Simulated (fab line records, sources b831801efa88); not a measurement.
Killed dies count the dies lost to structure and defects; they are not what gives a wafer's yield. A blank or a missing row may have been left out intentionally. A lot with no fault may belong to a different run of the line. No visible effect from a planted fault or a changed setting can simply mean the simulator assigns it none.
Chamber matching    flow sfqLine    SFQ_TRILAYER_I4_CMP_CMP_100 on cmp-01 has 4 sister chambers
The step polishes SiO2. 8 wafers are shown with their chamber, then 8 later ones without.

WAFERS, EACH WITH ITS CHAMBER
wafer   chamber  motorCurrentA (A)  timeToEndpointS (s)
L937.3  2        11.4               208
L939.2  0        10.2               215
L939.4  3        9.8                217
L939.5  2        11.3               218
L941.2  1        9.7                205
L941.3  0        10.1               212
L941.5  1        10.0               214
L943.1  3        10.0               203

WAFERS WITHOUT THEIR CHAMBER
wafer   motorCurrentA (A)  timeToEndpointS (s)
L943.3  10.5               198
L943.6  11.9               217
L946.1  10.0               208
L946.3  11.7               219
L946.5  10.4               214
L953.2  11.5               208
L953.1  10.1               200
L953.6  11.8               216

WHICH CHAMBER EACH ONE RAN IN
wafer   from the rows above           in truth
L943.3  can't be placed: 0 or 3 or 1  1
L943.6  2                             2
L946.1  can't be placed: 3 or 1 or 0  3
L946.3  2                             2
L946.5  can't be placed: 0 or 3       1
L953.2  2                             2
L953.1  can't be placed: 0 or 3 or 1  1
L953.6  2                             2
Correct placement for 4 of the 8. Cannot be placed on the basis of these rows: 4; the candidates contain the true chamber in 3. 0 placed wrongly.
How it was worked out, from the rows above alone: a wafer's distance from a chamber is the root of the sum, over the readings, of the square of ((its reading less the chamber's mean) divided by the reading's scatter). The wafer belongs to the nearest chamber; if the next one is less than 2 further off, it can't be placed. Each chamber's mean is taken over the wafers shown for it. The scatter: the root of (the sum of the squares of (reading less its chamber's mean) over the shown wafers, divided by (wafers less chambers)).
